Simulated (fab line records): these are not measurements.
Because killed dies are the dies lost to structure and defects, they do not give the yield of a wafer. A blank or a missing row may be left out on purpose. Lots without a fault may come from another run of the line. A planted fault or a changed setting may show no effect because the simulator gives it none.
Which tool was responsible? / flow gf180mcu / 42 wafers from 14 lots sampled at 5 of the route's 602 steps

## WHAT THE GAUGES READ, wafer by wafer
GF_M4_RS_MEAS_05: measurement is done with a four-point probe.
lot=L344; measured=day 22 23:03; on=film metro-02; M4_ALCU_RS (ohm/sq)=0.0692 0.0690 0.0689
lot=L345; measured=day 23 11:19; on=film metro-03; M4_ALCU_RS (ohm/sq)=0.0694 0.0697 0.0690
lot=L346; measured=day 23 17:30; on=film metro-03; M4_ALCU_RS (ohm/sq)=0.0691 0.0693 0.0687
lot=L348; measured=day 24 12:47; on=film metro-02; M4_ALCU_RS (ohm/sq)=0.0696 0.0690 0.0687
lot=L349; measured=day 24 18:37; on=film metro-02; M4_ALCU_RS (ohm/sq)=0.0691 0.0686 0.0694
lot=L350; measured=day 25 10:07; on=film metro-02; M4_ALCU_RS (ohm/sq)=0.0692 0.0691 0.0689
lot=L351; measured=day 25 17:41; on=film metro-01; M4_ALCU_RS (ohm/sq)=0.0693 0.0689 0.0694
lot=L352; measured=day 26 03:01; on=film metro-03; M4_ALCU_RS (ohm/sq)=0.0697 0.0693 0.0695
lot=L354; measured=day 26 16:40; on=film metro-02; M4_ALCU_RS (ohm/sq)=0.0695 0.0696 0.0690
lot=L355; measured=day 26 20:17; on=film metro-02; M4_ALCU_RS (ohm/sq)=0.0696 0.0701 0.0695
lot=L356; measured=day 27 05:46; on=film metro-03; M4_ALCU_RS (ohm/sq)=0.0707 0.0702 0.0703
lot=L364; measured=day 29 13:40; on=film metro-01; M4_ALCU_RS (ohm/sq)=0.0706 0.0701 0.0706
lot=L365; measured=day 29 18:25; on=film metro-01; M4_ALCU_RS (ohm/sq)=0.0681 0.0686 0.0689
lot=L366; measured=day 30 01:22; on=film metro-03; M4_ALCU_RS (ohm/sq)=0.0693 0.0704 0.0701

GF_V4_BOW_MEAS_05.
lot=L344; measured=day 23 23:15; on=film metro-01; V4_BOW (um)=124 148 132
lot=L345; measured=day 24 11:54; on=film metro-04; V4_BOW (um)=132 142 142
lot=L346; measured=day 24 17:26; on=film metro-04; V4_BOW (um)=122 120 125
lot=L348; measured=day 25 11:43; on=film metro-04; V4_BOW (um)=135 138 138
lot=L349; measured=day 25 18:12; on=film metro-01; V4_BOW (um)=121 115 119
lot=L350; measured=day 26 08:53; on=film metro-04; V4_BOW (um)=145 154 139
lot=L351; measured=day 26 15:55; on=film metro-03; V4_BOW (um)=135 139 140
lot=L352; measured=day 27 01:26; on=film metro-04; V4_BOW (um)=136 149 127
lot=L354; measured=day 27 14:55; on=film metro-04; V4_BOW (um)=152 142 147
lot=L355; measured=day 27 18:08; on=film metro-01; V4_BOW (um)=109 119 119
lot=L356; measured=day 28 03:09; on=film metro-04; V4_BOW (um)=141 147 154
lot=L364; measured=day 30 09:56; on=film metro-04; V4_BOW (um)=131 132 127
lot=L365; measured=day 30 15:26; on=film metro-01; V4_BOW (um)=128 116 121
lot=L366; measured=day 30 21:06; on=film metro-01; V4_BOW (um)=133 130 141

GF_MIM_RS_MEAS_10: measurement is done with a four-point probe.
lot=L344; measured=day 24 23:20; on=film metro-01; MIM_ALCU_RS (ohm/sq)=0.1585 0.1607 0.1604
lot=L345; measured=day 25 11:14; on=film metro-02; MIM_ALCU_RS (ohm/sq)=0.1599 0.1587 0.1590
lot=L346; measured=day 25 17:25; on=film metro-04; MIM_ALCU_RS (ohm/sq)=0.1603 0.1606 0.1599
lot=L348; measured=day 26 11:10; on=film metro-02; MIM_ALCU_RS (ohm/sq)=0.1611 0.1614 0.1589
lot=L349; measured=day 26 17:25; on=film metro-04; MIM_ALCU_RS (ohm/sq)=0.1619 0.1615 0.1613
lot=L350; measured=day 27 07:08; on=film metro-01; MIM_ALCU_RS (ohm/sq)=0.1589 0.1583 0.1584
lot=L351; measured=day 27 15:02; on=film metro-02; MIM_ALCU_RS (ohm/sq)=0.1644 0.1639 0.1619
lot=L352; measured=day 27 23:04; on=film metro-02; MIM_ALCU_RS (ohm/sq)=0.1594 0.1560 0.1593
lot=L354; measured=day 28 13:07; on=film metro-01; MIM_ALCU_RS (ohm/sq)=0.1644 0.1644 0.1638
lot=L355; measured=day 28 16:01; on=film metro-01; MIM_ALCU_RS (ohm/sq)=0.1590 0.1604 0.1603
lot=L356; measured=day 29 00:19; on=film metro-04; MIM_ALCU_RS (ohm/sq)=0.1578 0.1610 0.1582
lot=L364; measured=day 31 05:26; on=film metro-04; MIM_ALCU_RS (ohm/sq)=0.1591 0.1592 0.1587
lot=L365; measured=day 31 11:39; on=film metro-02; MIM_ALCU_RS (ohm/sq)=0.2370 0.2407 0.2386 0.2377 0.2407 0.2382
lot=L366; measured=day 31 17:25; on=film metro-01; MIM_ALCU_RS (ohm/sq)=0.2384 0.2403 0.2379 0.2385 0.2404 0.2383

## EACH LOT AND THE TOOL THAT RAN IT (in order: tool; ch and the chambers of the sampled wafers; start)
lot=L344; GF_V4_CVD_02=pecvd-03 ch 1,2, day 23 22:49; GF_MIM_SPUTTER_08=pvd sputter-02, day 24 23:17
lot=L345; GF_V4_CVD_02=pecvd-04 ch 0,2, day 24 11:27; GF_MIM_SPUTTER_08=pvd sputter-01, day 25 11:10
lot=L346; GF_V4_CVD_02=pecvd-01 ch 0,1, day 24 17:01; GF_MIM_SPUTTER_08=pvd sputter-03, day 25 17:22
lot=L348; GF_V4_CVD_02=pecvd-01 ch 0,1,2, day 25 11:17; GF_MIM_SPUTTER_08=pvd sputter-03, day 26 11:07
lot=L349; GF_V4_CVD_02=pecvd-01 ch 0,2, day 25 17:46; GF_MIM_SPUTTER_08=pvd sputter-03, day 26 17:22
lot=L350; GF_V4_CVD_02=pecvd-03 ch 1,2, day 26 08:28; GF_MIM_SPUTTER_08=pvd sputter-01, day 27 07:05
lot=L351; GF_V4_CVD_02=pecvd-03 ch 0,1,2, day 26 15:28; GF_MIM_SPUTTER_08=pvd sputter-03, day 27 14:58
lot=L352; GF_V4_CVD_02=pecvd-01 ch 0,1,2, day 27 00:58; GF_MIM_SPUTTER_08=pvd sputter-02, day 27 23:01
lot=L354; GF_V4_CVD_02=pecvd-01 ch 1,2, day 27 14:23; GF_MIM_SPUTTER_08=pvd sputter-01, day 28 13:02
lot=L355; GF_V4_CVD_02=pecvd-04 ch 0,1, day 27 17:40; GF_MIM_SPUTTER_08=pvd sputter-02, day 28 15:55
lot=L356; GF_V4_CVD_02=pecvd-03 ch 0,2, day 28 02:41; GF_MIM_SPUTTER_08=pvd sputter-02, day 29 00:13
lot=L364; GF_V4_CVD_02=pecvd-01 ch 0,1,2, day 30 09:31; GF_MIM_SPUTTER_08=pvd sputter-01, day 31 05:22
lot=L365; GF_V4_CVD_02=pecvd-01 ch 0,2, day 30 14:24; GF_MIM_SPUTTER_08=pvd sputter-02, day 31 11:34
lot=L366; GF_V4_CVD_02=pecvd-03 ch 0,2, day 30 20:32; GF_MIM_SPUTTER_08=pvd sputter-02, day 31 17:20
- GF_V4_CVD_02: deposits SiO2 from TEOS, target thk 850 nm, time 94.851 s.
- GF_MIM_SPUTTER_08: material AlCu, target thk 200 nm, time 10.6 s.

## AS READ BY THE TOOLS THEMSELVES (means over the sampled wafers that have a number; for cases with no such wafer, the mark the record gives instead)
GF_V4_CVD_02.
lot=L344; tool=pecvd-03; heater power w (W)=593
lot=L345; tool=pecvd-04; heater power w (W)=742
lot=L346; tool=pecvd-01; heater power w (W)=632
lot=L348; tool=pecvd-01; heater power w (W)=597
lot=L349; tool=pecvd-01; heater power w (W)=582
lot=L350; tool=pecvd-03; heater power w (W)=602
lot=L351; tool=pecvd-03; heater power w (W)=588
lot=L352; tool=pecvd-01; heater power w (W)=586
lot=L354; tool=pecvd-01; heater power w (W)=622
lot=L355; tool=pecvd-04; heater power w (W)=564
lot=L356; tool=pecvd-03; heater power w (W)=653
lot=L364; tool=pecvd-01; heater power w (W)=560
lot=L365; tool=pecvd-01; heater power w (W)=566
lot=L366; tool=pecvd-03; heater power w (W)=654

GF_MIM_SPUTTER_08.
lot=L344; tool=pvd sputter-02; throttle valve pct (%)=30.7
lot=L345; tool=pvd sputter-01; throttle valve pct (%)=30.9
lot=L346; tool=pvd sputter-03; throttle valve pct (%)=30.9
lot=L348; tool=pvd sputter-03; throttle valve pct (%)=30.5
lot=L349; tool=pvd sputter-03; throttle valve pct (%)=30.0
lot=L350; tool=pvd sputter-01; throttle valve pct (%)=30.7
lot=L351; tool=pvd sputter-03; throttle valve pct (%)=30.6
lot=L352; tool=pvd sputter-02; throttle valve pct (%)=31.0
lot=L354; tool=pvd sputter-01; throttle valve pct (%)=30.8
lot=L355; tool=pvd sputter-02; throttle valve pct (%)=31.5
lot=L356; tool=pvd sputter-02; throttle valve pct (%)=30.7
lot=L364; tool=pvd sputter-01; throttle valve pct (%)=30.8
lot=L365; tool=pvd sputter-02; throttle valve pct (%)=29.7
lot=L366; tool=pvd sputter-02; throttle valve pct (%)=31.7

## THE ANSWER, worked out from the rows above alone
Rule: the usual values come from the lots themselves. Put in order of their means at a reading, lots are off if they are a third of the lots or fewer, leave a main group of 4 or more, and stand apart from it by a gap of 3 or more times the standard deviation of the main group's means; of several such gaps the widest counts. A main group whose means are all the same, to the digits that the tables above print for the reading, isn't used. A lot without any number at a reading at which 4 lots or more have one is off too. Where the step has rows for the other lots, those lots are counted as sound. First the gauges in route order, then the tools' own readings, where a lot's mean is used as printed above. The first step at which some lot is off is used, and at that step the reading that is off furthest; a lot without a number counts as furthest.
Off: L365, L366, seen at GF_MIM_RS_MEAS_10 (MIM_ALCU_RS). Main group: mean 0.1603 ohm/sq, sd 0.0018.
If a tool, at a process step before that reading, ran all the lots that are off and no sound lot after the first of them, it fits. Those tools and the gauges at GF_MIM_RS_MEAS_10 are tried in the same way. One fits: GF_MIM_SPUTTER_08 on pvd sputter-02. A fault onset in the window from L356 (day 29 00:13, its last sound lot) to L365 (day 31 11:34, its first lot off) fits.

## WHAT WAS PUT IN BY THE SIMULATOR
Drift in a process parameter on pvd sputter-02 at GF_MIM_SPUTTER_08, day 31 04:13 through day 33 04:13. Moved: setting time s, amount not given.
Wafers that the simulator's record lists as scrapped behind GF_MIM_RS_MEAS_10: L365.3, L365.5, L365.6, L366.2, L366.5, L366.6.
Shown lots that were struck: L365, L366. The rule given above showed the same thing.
